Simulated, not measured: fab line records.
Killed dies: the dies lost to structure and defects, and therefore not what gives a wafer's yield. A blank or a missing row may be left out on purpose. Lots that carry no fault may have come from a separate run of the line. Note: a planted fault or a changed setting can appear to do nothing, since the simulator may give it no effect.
Problem report, 8D (eight disciplines) form, completed by code	flow sky130	the parts of the form that need people (team, actions taken, sign-off) are left out

== 1. PROBLEM STATEMENT ==
On 3 wafers of 1 lot, stripTimeToEndpointS at SKY_LDD_P_STRIP_10 has a mean of 13.65 s; fault-free wafers read 14.18 s, standard deviation 0.042. That is -13 standard deviations from the usual mean.
The step: strips in O2/N2.
First seen on wafer L531.1, day 23 09:12, on plasmaAsher-01. At this step, 36 wafers from 12 lots have a number in the record. The rule behind "out" and "out of limits": a value lying over 4 standard deviations away from the usual mean. All remaining wafers that have a number are taken as sound.

== 2. WHAT IT IS, WHAT IT ISN'T ==
question	is	is not
which readings at this step	stripTimeToEndpointS	drypumpMotorCurrentA, o2FlowSccm, oesProductAu
which lots	L531	L522, L524, L525, L527, L528, L533, L539, L541, L542, L544, L545
which wafers of those lots	all that have a number	-
read on which tools	plasmaAsher-01	plasmaAsher-02, plasmaAsher-04
when	from day 23 09:12	up to then (15 sound wafers); but 18 sound wafers of L533, L539, L541, L542, L544, L545 came after

== 3. THE SUSPECTS, EACH WITH WHAT RULES IT OUT ==
Counting: a tool at any process step up to the reading remains a suspect when it ran all the lots that are out and ran no sound lot after the first of those.
- lithoTrack-01 at SKY_LDD_P_COAT_02 (resist thk 1140 nm): ruled out as a lasting fault. Following L531 (day 22 17:38), the first lot on it that is out, the sound lots L544, L545 were run on it.
- plasmaAsher-01 at SKY_LDD_P_STRIP_10 (strips in O2/N2): ruled out as a lasting fault. Following L531 (day 23 09:12), the first lot on it that is out, the sound lots L539, L544 were run on it.
Left after counting: nothing in the record.

== 4. THE CAUSE (what the simulator had put in) ==
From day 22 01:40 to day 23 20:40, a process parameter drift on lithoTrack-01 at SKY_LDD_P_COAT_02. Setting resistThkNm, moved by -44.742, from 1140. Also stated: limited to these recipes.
The count ruled it out by mistake, since the rule takes a fault to strike every lot its tool runs from the start of the fault on, and this one did not do so.

== 5. SEQUENCE OF EFFECTS, ordered by route ==
Each row: a reading where the mean over the struck wafers with a number is more than 3 standard deviations away from the usual. Only readings whose record carries a usual standard deviation are examined. hours: median over the lots of the time between each lot's start at the first step of this table that gives one and its start at this step. sigmas: the change, counted in usual standard deviations.
hours	step	reading	usual	on struck wafers	change	sigmas
0	SKY_LDD_P_STRIP_10	stripTimeToEndpointS	14.18 s	13.65	-0.53	-13
The process steps in it:
- SKY_LDD_P_STRIP_10: strips in O2/N2.
At these later measuring or inspecting steps, every struck wafer for which the step has a row has a number for every such reading, and none has moved that far: SKY_VIA1_OVL_MEAS_13.

== 6. HOW IT WOULD HAVE BEEN CAUGHT EARLIER ==
The fault began at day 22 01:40; the first out-of-limits reading in this record came at day 23 09:12, 32 hours later.
